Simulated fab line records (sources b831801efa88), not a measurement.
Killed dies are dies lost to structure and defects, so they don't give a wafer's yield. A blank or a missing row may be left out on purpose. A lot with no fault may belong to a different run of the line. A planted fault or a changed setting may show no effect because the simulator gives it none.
2 desks, one fault -- flow sky130 -- only its own numbers are on each desk; what lay behind them is given at the end

## AT THE METROLOGY DESK
What the gauges read, lot by lot, whatever tool the lot ran on: means of the sampled wafers that have a number. The brackets show how far a lot's mean lies from the usual mean; more than 4 standard deviations puts the lot out of limits, marked OUT.
Columns: A = CAP2M_OVL at SKY_CAP2M_OVL_MEAS_12, usual 0.8 nm; B = VIA4_HDPCVD_THK at SKY_VIA4_THK_MEAS_01, usual 1752 nm
lot,first seen here,A,B
L599,day 41 10:35,1.9,1744
L600,day 41 17:25,1.0,1751
L601,day 42 02:22,1.0,1756
L603,day 42 19:36,0.8,1774
L604,day 42 22:46,-1.0,1731
L605,day 43 13:11,1.0,1761
L606,day 44 01:20,-0.0,1735
L608,day 44 04:08,0.8,1764
L607,day 44 05:53,2.1,1751
L616,day 46 01:31,2.0,1774
L617,day 46 09:38,0.5,1730
L618,day 46 12:05,0.4,1741
Result from this desk: across the 12 lots, nothing is out of limits.

## DESK OF THE TOOL OWNER: plasma asher-01
The tool's own readings at SKY_METAL4_STRIP_19 (strips in O2/N2): means of the sampled wafers that have a number, for each lot that ran on this tool. The brackets show how far a lot's mean lies from the usual mean; more than 4 standard deviations puts the lot out of limits, marked OUT.
Columns: A = drypump motor current A at SKY_METAL4_STRIP_19, usual 5.45 A; B = oes product au at SKY_METAL4_STRIP_19, usual 0.501 a.u.; C = strip time to endpoint s at SKY_METAL4_STRIP_19, usual 6.50 s
lot,first seen here,A,B,C
L604,day 43 22:26,5.53,0.504,6.45
L605,day 44 13:09,5.73,0.498,6.43
L606,day 45 00:13,5.55,0.500,6.39
L607,day 45 04:48,5.73,0.502,6.51
L616,day 46 22:45,5.36,0.503,6.54
L617,day 47 07:28,5.54,0.504,6.60
L618,day 47 09:37,5.33,0.498,6.41
Result from this desk: across the 7 lots, nothing is out of limits.

## PUT TOGETHER
Nothing out of limits was seen by the metrology desk.
The desk of the tool owner found nothing out of limits.

## WHAT HAD BEEN PUT IN BY THE SIMULATOR
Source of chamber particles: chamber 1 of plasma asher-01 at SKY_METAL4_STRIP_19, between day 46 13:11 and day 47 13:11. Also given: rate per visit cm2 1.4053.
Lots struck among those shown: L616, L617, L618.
